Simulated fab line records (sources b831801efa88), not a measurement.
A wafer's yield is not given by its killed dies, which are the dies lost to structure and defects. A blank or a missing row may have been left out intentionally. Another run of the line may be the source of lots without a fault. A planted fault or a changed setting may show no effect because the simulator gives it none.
A single fault, viewed from 2 desks ; flow sky130 ; what lay behind the numbers comes last; until then each desk has only its own

== FROM THE METROLOGY DESK ==
Lot by lot, what the gauges showed, no matter which tool ran the lot: averages of those sampled wafers that carry a number. The brackets show how far a lot's mean lies from the usual mean; more than 4 standard deviations puts the lot out of limits, marked OUT.
Columns: A = VT_ADJUST_LVTN_TW at SKY_VT_ADJUST_LVTN_TW_MEAS_10, usual 241.2; B = cd_nm at SKY_VT_ADJUST_NCORE_CD_MEAS_07, usual 380.1 nm; C = VT_ADJUST_HVTR_OVL at SKY_VT_ADJUST_HVTR_OVL_MEAS_08, usual -0.2 nm
lot;first seen here;A;B;C
L483;day 7 09:54;240.9;382.0;-0.1
L482;day 7 10:15;241.5;381.4;-2.3
L484;day 7 17:40;243.3;378.5;-0.6
L488;day 9 02:23;242.2;380.0;-1.4
L489;day 9 06:34;240.3;382.1;0.5
L491;day 9 18:34;240.3;380.5;0.4
L492;day 10 01:47;242.5;380.9;0.1
L493;day 10 05:08;242.9;379.0;1.7
L494;day 10 12:20;239.5;382.0;-0.5
L495;day 10 22:35;240.6;379.9;0.9
L496;day 11 00:58;240.9;383.1;-0.3
L503;day 13 00:05;245.4;378.7;-1.9
L504;day 13 03:23;242.3;381.3;-0.5
This desk found nothing out of limits on any of the 13 lots.

== DESK OF THE TOOL OWNER: plasma_asher-02 ==
The tool's own readings at SKY_GATE_OXIDE_STRIP_13 (strips in O2/N2): means of the sampled wafers that have a number, for each lot that ran on this tool. The brackets show how far a lot's mean lies from the usual mean; more than 4 standard deviations puts the lot out of limits, marked OUT.
Columns: A = drypump_motor_current_A at SKY_GATE_OXIDE_STRIP_13, usual 5.89 A; B = oes_product_au at SKY_GATE_OXIDE_STRIP_13, usual 0.716 a.u.; C = strip_time_to_endpoint_s at SKY_GATE_OXIDE_STRIP_13, usual 14.19 s
lot;first seen here;A;B;C
L483;day 14 17:40;5.82;0.719;14.25
L482;day 14 17:58;5.91;0.713;14.21
L491;day 17 12:05;5.81;0.720;14.23
L493;day 18 00:41;5.83;0.715;14.12
L494;day 18 15:41;5.83;0.944 (+52) OUT;-
L503;day 21 15:02;5.93;0.711;14.15
L504;day 22 00:20;6.00;0.716;14.20
This desk's finding: out of limits on L494; first on L494, day 18 15:41 (oes_product_au at SKY_GATE_OXIDE_STRIP_13). In limits: L483, L482, L491, L493, L503, L504.

== ALL TOGETHER ==
On L494, at day 18 15:41, an alarm was possible from the tool owner's desk.
From the metrology desk's view, nothing was out of limits.
The metrology desk holds a record of L494, inside its limits.
Every lot named ran SKY_GATE_OXIDE_STRIP_13 on plasma_asher-02.

== WHAT HAD BEEN PUT IN BY THE SIMULATOR ==
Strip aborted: plasma_asher-02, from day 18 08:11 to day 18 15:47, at SKY_GATE_OXIDE_STRIP_13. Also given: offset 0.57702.
Shown lots that were struck: L494.
Each desk's first reading out of limits, in hours after the fault started: the tool owner's desk, 7.
